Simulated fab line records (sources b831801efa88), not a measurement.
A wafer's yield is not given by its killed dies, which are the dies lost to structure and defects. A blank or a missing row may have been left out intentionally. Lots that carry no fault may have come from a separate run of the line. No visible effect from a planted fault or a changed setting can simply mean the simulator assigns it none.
Struck lot and sound lot, side by side	flow sky130	15 out of 708 route steps
Sound: wafers L654.1, L654.5, L654.6. Struck: wafers L663.1, L663.3, L663.5. The cause is given at the end.
At each step with rows: each side's tool, then ch and its chambers, then its first start. Under that, the readings that differ: sound wafers	struck wafers	difference of the means	sigmas: that difference in standard deviations of wafers without a fault.
alike: same words and numbers on both sides, and readings whose means sit less than 2 such deviations apart. not compared: any withheld reading, any reading some wafer has no value for, any bound like >300 that may hide the same value, and any number with overlapping values for which the record gives no deviation.
The two part at a step that has a row with sigmas, a row that says differs or no value, or rows on one side only. When numbers do not overlap yet have no deviation, they are printed without sigmas and do not part them. A reading missing from all wafers of one side parts the sides only when that side holds two or more wafers.

SKY_LI_CONTACT_CD_MEAS_12: target cd 170 nm.
  sound: cdSem-01 at day 30 16:23; struck: cdSem-01 at day 33 15:19
  alike: cdNm
SKY_LI_CONTACT_OVL_MEAS_13:
  sound: overlay-01 at day 30 16:30; struck: overlay-02 at day 33 15:26
  alike: LI_CONTACT_OVL
then, 1 step without rows for these wafers: SKY_LI_CONTACT_ETCH_14 (etches BARC in N2/H2, stops on SiO2, time 45.9 s, target depth 60 nm).
SKY_LI_CONTACT_ETCH_15: etches PSG in C4F8/O2/Ar, stops on Si, target depth 600 nm.
  sound on rieDiel-03 ch 0,1,3, day 30 16:35; struck on rieDiel-03 ch 1,3, day 33 15:31
  alike: oesProductAu
then, 3 steps without rows for these wafers: SKY_LI_CONTACT_STRIP_16 (strips in O2/N2); SKY_LI_CONTACT_CLEAN_17 (cleans in NMP, time 600 s); SKY_LI_CONTACT_PRE_CLEAN_18 (time 5.6 s).
SKY_LI_CONTACT_SPUTTER_19: material Ti, target thk 20 nm, time 106.37 s.
  sound: pvdSputter-02 at day 30 16:58; struck: pvdSputter-04 at day 33 15:53
  alike: substrateTempC, throttleValvePct
SKY_LI_CONTACT_SPUTTER_20: material TiN, target thk 20 nm, time 80 s.
  sound: pvdSputter-02 at day 30 17:02; struck: pvdSputter-04 at day 33 15:58
  alike: throttleValvePct
SKY_LI_CONTACT_CVD_21: deposits W, target thk 400 nm, time 120.56 s.
  sound on cvdW-02 ch 0,1, day 30 17:06; struck on cvdW-02 ch 0,1, day 33 16:01
  alike: heaterPowerW
SKY_LI_CONTACT_RS_MEAS_22: uses a four-point probe to measure.
  sound: filmMetro-03 at day 30 17:13; struck: filmMetro-02 at day 33 16:09
  alike: LI_CONTACT_W_RS
SKY_LI_CONTACT_THK_MEAS_23: measures by xrf.
  sound: filmMetro-03 at day 30 17:20; struck: filmMetro-02 at day 33 16:16
  alike: LI_CONTACT_W_THK
SKY_LI_CONTACT_CMP_24: polishes, stops on PSG, t overpolish 20 s, target thk 0 nm.
  sound on cmp-01 ch 0,2,3, day 30 17:30; struck on cmp-02 ch 0,1,2, day 33 16:20
reading	sound	struck	difference	sigmas
platenRpm (rpm)	59.99 59.95 59.94	65.99 66.01 65.97	+6.03	+99 or more
timeToEndpointS (s)	103 95 95	85 85 90	-11	-3
  alike: motorCurrentA, overpolishRunS
SKY_LOCAL_INTERCONNECT_SPUTTER_00: material TiN, target thk 100 nm, time 83.3 s.
  sound: pvdSputter-01 at day 30 17:42; struck: pvdSputter-02 at day 33 16:38
  alike: substrateTempC, throttleValvePct
SKY_PAD_OPEN_PROBE_99:
  the record has rows for the sound wafers here (prober-02, day 46 23:08) and none for the struck ones

WHERE THEY PART
Earliest at SKY_LI_CONTACT_CMP_24; latest, in this record, at SKY_PAD_OPEN_PROBE_99.

WHY: the cause the simulator had injected
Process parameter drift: cmp-02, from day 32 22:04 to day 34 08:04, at SKY_LI_CONTACT_CMP_24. A move of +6 in setting platenRpm, from 60. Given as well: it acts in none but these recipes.
